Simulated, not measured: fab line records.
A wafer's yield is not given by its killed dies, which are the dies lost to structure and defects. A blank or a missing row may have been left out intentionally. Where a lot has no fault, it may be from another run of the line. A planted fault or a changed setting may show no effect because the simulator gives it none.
Chamber matching / flow gf180mcu / GF_STI_CMP_25 on cmp-01 has 4 sister chambers
The step polishes, stops on Si3N4, t overpolish 33 s, target thk 524.6 nm. 4 wafers are shown with their chamber, then 7 later ones without.

EACH WAFER AND ITS CHAMBER
wafer=L861.3; chamber=0; motor-current-A (A)=13.9
wafer=L861.4; chamber=2; motor-current-A (A)=11.5
wafer=L869.1; chamber=1; motor-current-A (A)=10.9
wafer=L869.2; chamber=3; motor-current-A (A)=15.1

WAFERS WHOSE CHAMBER IS MISSING
wafer=L869.4; motor-current-A (A)=14.1
wafer=L870.2; motor-current-A (A)=15.6
wafer=L870.3; motor-current-A (A)=11.7
wafer=L870.4; motor-current-A (A)=10.6
wafer=L872.2; motor-current-A (A)=15.8
wafer=L872.3; motor-current-A (A)=13.9
wafer=L872.4; motor-current-A (A)=11.1

WHICH CHAMBER EACH WENT THROUGH
wafer=L869.4; from the rows above=0; in truth=0
wafer=L870.2; from the rows above=3; in truth=3
wafer=L870.3; from the rows above=can't be placed: 2 or 1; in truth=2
wafer=L870.4; from the rows above=can't be placed: 1 or 2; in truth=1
wafer=L872.2; from the rows above=3; in truth=3
wafer=L872.3; from the rows above=0; in truth=0
wafer=L872.4; from the rows above=can't be placed: 1 or 2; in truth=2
Correctly placed: 4 of 7. Can't be placed from these rows: 3 (the true chamber is among the candidates in 3). Placed wrongly: 0.
How it was worked out, from the rows above alone: a wafer's distance from a chamber is the root of the sum, over the readings, of the square of ((its reading less the chamber's mean) divided by the reading's scatter). If the next closest chamber is less than 2 further off than the closest, the wafer can't be placed; otherwise it belongs to the closest. A chamber's mean is the mean of its shown wafers. The scatter (one wafer shown for each chamber): square how far every hidden wafer sits from the nearest shown wafer, average those squares and take the square root.
